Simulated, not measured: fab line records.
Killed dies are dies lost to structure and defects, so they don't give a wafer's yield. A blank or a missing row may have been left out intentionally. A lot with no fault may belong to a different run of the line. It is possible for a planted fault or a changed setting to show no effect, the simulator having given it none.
Which tool was responsible? ; flow sky130 ; 13 lots with 39 wafers sampled at 4 steps, on a route of 708 steps

WHAT THE GAUGES READ, wafer by wafer
SKY_LDD_LDN_OVL_MEAS_07.
lot;measured;on;LDD_LDN_OVL (nm)
L322;day 22 17:04;overlay-02;-1.0 0.4 0.4
L323;day 23 04:13;overlay-01;1.4 0.4 1.3
L327;day 25 14:28;overlay-02;-0.7 -1.4 -1.3
L329;day 26 08:01;overlay-01;-1.1 -0.8 -0.8
L331;day 27 05:01;overlay-02;-0.8 -0.6 -1.1
L332;day 27 06:36;overlay-01;2.0 1.6 2.1
L334;day 27 09:28;overlay-02;-0.2 -0.8 -0.3
L335;day 27 16:43;overlay-01;0.5 0.4 0.7
L336;day 28 05:19;overlay-02;- - -
L337;day 28 07:37;overlay-01;-0.7 0.1 0.5
L338;day 28 08:22;overlay-02;-0.6 0.3 0.9
L342;day 30 12:13;overlay-01;-0.1 0.2 0.2
L345;day 30 22:40;overlay-01;-1.4 -2.6 -0.1

SKY_LDD_LDN_TW_MEAS_13.
lot;measured;on;LDD_LDN_TW
L322;day 22 17:49;filmMetro-04;1502 1491 1494
L323;day 23 04:57;filmMetro-03;1484 1473 1478
L327;day 25 15:13;filmMetro-02;1488 1489 1483
L329;day 26 08:46;filmMetro-03;1477 1481 1474
L331;day 27 05:46;filmMetro-03;1475 1479 1479
L332;day 27 07:20;filmMetro-03;1472 1477 1486
L334;day 27 10:13;filmMetro-02;1474 1483 1478
L335;day 27 17:29;filmMetro-02;1480 1470 1473
L336;day 28 06:02;filmMetro-04;30 30 31
L337;day 28 08:22;filmMetro-02;1496 1490 1498
L338;day 28 09:05;filmMetro-02;1497 1497 1495
L342;day 30 12:58;filmMetro-02;1495 1488 1494
L345;day 30 23:24;filmMetro-02;1484 1488 1487

SKY_RES_XHIGH_TW_MEAS_09.
lot;measured;on;RES_XHIGH_TW
L322;day 26 22:22;filmMetro-03;1642 1645 1641
L323;day 27 01:28;filmMetro-03;1643 1637 1635
L327;day 29 06:13;filmMetro-01;1620 1622 1624
L329;day 30 00:46;filmMetro-02;1650 1649 1635
L331;day 31 00:19;filmMetro-01;1628 1619 1606
L332;day 31 00:36;filmMetro-01;1617 1620 1617
L334;day 31 07:17;filmMetro-03;1640 1638 1645
L335;day 31 11:59;filmMetro-02;1661 1659 1654
L336;day 31 20:48;filmMetro-02;1931 1943 1936
L337;day 31 21:43;filmMetro-03;1638 1647 1640
L338;day 31 22:07;filmMetro-02;1651 1657 1654
L342;day 34 00:22;filmMetro-03;1657 1653 1643
L345;day 34 10:24;filmMetro-01;1628 1628 1626

TOOL THAT RAN EACH LOT (tool first, then ch and the chambers of the sampled wafers, then the start)
lot;SKY_LDD_LDN_EXPOSE_04
L322;ilineStepper-02 ch 0, day 22 02:22
L323;ilineStepper-02 ch 0, day 22 12:19
L327;ilineStepper-02 ch 0, day 24 23:20
L329;ilineStepper-02 ch 0, day 25 18:39
L331;ilineStepper-01 ch 0, day 26 14:17
L332;ilineStepper-01 ch 0, day 26 16:26
L334;ilineStepper-01 ch 0, day 26 19:24
L335;ilineStepper-02 ch 0, day 27 02:54
L336;ilineStepper-01 ch 0, day 27 15:02
L337;ilineStepper-01 ch 0, day 27 17:39
L338;ilineStepper-02 ch 0, day 27 18:08
L342;ilineStepper-01 ch 0, day 29 22:57
L345;ilineStepper-02 ch 0, day 30 08:58
- SKY_LDD_LDN_EXPOSE_04: exposes mask LDNTM, target cd 700 nm.

WHAT THE TOOLS THEMSELVES READ (means of the sampled wafers that have a number; where no wafer has one, the mark that the record gives instead)
The record holds no such reading with a usual standard deviation.

THE ANSWER, worked out from the rows above alone
Rule: the lots themselves supply what counts as usual. Put in order of their means at a reading, lots are off if they are a third of the lots or fewer, leave a main group of 4 or more, and stand apart from it by a gap of 3 or more times the standard deviation of the main group's means; of several such gaps the widest counts. The tables above print the reading to a certain number of digits; a main group whose means all agree to those digits is not used. A lot without any number at a reading at which 4 lots or more have one is off too. The other lots that the step has rows for count as sound. First the gauges in route order, then the tools' own readings, where a lot's mean is used as printed above. The first step at which some lot is off is used, and at that step the reading that is off furthest; a lot without a number counts as furthest.
Off: L336, at SKY_LDD_LDN_OVL_MEAS_07 (LDD_LDN_OVL). Without a number there: L336. Mean -0.1 nm and standard deviation 0.9 in the main group.
If a tool, at a process step before that reading, ran all the lots that are off and no sound lot after the first of them, it fits. Not tried: the gauges at SKY_LDD_LDN_OVL_MEAS_07; whatever is off there is also off at SKY_LDD_LDN_TW_MEAS_13, on other tools, and gauge error can't account for it. Of those tried, none fits.

WHAT THE SIMULATOR HAD PUT IN
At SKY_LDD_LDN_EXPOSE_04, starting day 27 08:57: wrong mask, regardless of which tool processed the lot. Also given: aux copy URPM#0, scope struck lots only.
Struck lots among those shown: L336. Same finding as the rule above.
